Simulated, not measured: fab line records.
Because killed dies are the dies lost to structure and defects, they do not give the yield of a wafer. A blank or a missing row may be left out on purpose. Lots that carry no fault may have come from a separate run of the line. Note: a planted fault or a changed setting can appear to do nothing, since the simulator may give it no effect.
The tool behind it: which one? ; flow sky130 ; 11 lots, 33 wafers sampled, at 3 steps of a route of 708

## WHAT THE GAUGES READ, wafer by wafer
SKY_CONTACT_RS_MEAS_25: uses a four-point probe to measure.
lot;measured;on;CONTACT_W_RS (ohm/sq)
L371;day 31 05:49;film metro-04;0.339 0.342 0.342
L373;day 33 12:31;film metro-03;0.336 0.337 0.338
L378;day 33 23:35;film metro-04;0.325 0.338 0.328
L379;day 34 00:29;film metro-04;0.335 0.320 0.339
L381;day 34 22:11;film metro-03;0.342 0.341 0.343
L382;day 35 10:55;film metro-01;0.333 0.333 0.675
L383;day 35 23:21;film metro-04;0.677 0.333 0.670
L384;day 36 02:32;film metro-01;0.684 0.332 0.669
L392;day 38 05:24;film metro-03;0.332 0.332 0.340
L393;day 38 12:13;film metro-01;0.344 0.331 0.332
L394;day 38 16:59;film metro-04;0.342 0.339 0.340

## TOOL THAT RAN EACH LOT (tool first, then ch and the chambers of the sampled wafers, then the start)
lot;SKY_SD_N_RTA_14;SKY_CONTACT_CVD_24
L371;rtp anneal-02 ch 0, day 27 12:41;cvd w-01 ch 0,1, day 31 05:43
L373;rtp anneal-02 ch 0, day 29 19:53;cvd w-01 ch 1, day 33 12:19
L378;rtp anneal-01 ch 0, day 30 08:07;cvd w-02 ch 0,1, day 33 23:29
L379;rtp anneal-02 ch 0, day 30 10:40;cvd w-02 ch 0,1, day 34 00:23
L381;rtp anneal-02 ch 0, day 31 08:47;cvd w-02 ch 1, day 34 21:58
L382;rtp anneal-01 ch 0, day 31 21:52;cvd w-02 ch 0,1, day 35 10:48
L383;rtp anneal-02 ch 0, day 32 10:36;cvd w-02 ch 0,1, day 35 23:13
L384;rtp anneal-01 ch 0, day 32 15:02;cvd w-02 ch 0,1, day 36 02:26
L392;rtp anneal-02 ch 0, day 34 17:44;cvd w-02 ch 0,1, day 38 05:16
L393;rtp anneal-02 ch 0, day 35 01:04;cvd w-02 ch 0,1, day 38 12:06
L394;rtp anneal-01 ch 0, day 35 07:05;cvd w-01 ch 0, day 38 16:52
- SKY_SD_N_RTA_14: time 2 s.
- SKY_CONTACT_CVD_24: deposits W, target thk 340 nm, time 102.12 s.

## THE ANSWER, worked out from the rows above alone
Rule: what is usual is taken from the lots themselves. Put in order of their means at a reading, lots are off if they are a third of the lots or fewer, leave a main group of 4 or more, and stand apart from it by a gap of 3 or more times the standard deviation of the main group's means; of several such gaps the widest counts. Not used: any main group whose means are identical at the precision the tables above print for the reading. Also off: a lot with no number at a reading for which 4 or more lots have one. Where the step has rows for the other lots, those lots are counted as sound.
Off: at SKY_CONTACT_RS_MEAS_25 (CONTACT_W_RS), L382, L383, L384. Main group: mean 0.337 ohm/sq, sd 0.0041.
A tool fits if, at a process step before that reading, it ran every lot that is off, and no sound lot after the first of them. Those tools and the gauges at SKY_CONTACT_RS_MEAS_25 are tried in the same way. Of those tried, none fits.

## WHAT HAD BEEN PUT IN BY THE SIMULATOR
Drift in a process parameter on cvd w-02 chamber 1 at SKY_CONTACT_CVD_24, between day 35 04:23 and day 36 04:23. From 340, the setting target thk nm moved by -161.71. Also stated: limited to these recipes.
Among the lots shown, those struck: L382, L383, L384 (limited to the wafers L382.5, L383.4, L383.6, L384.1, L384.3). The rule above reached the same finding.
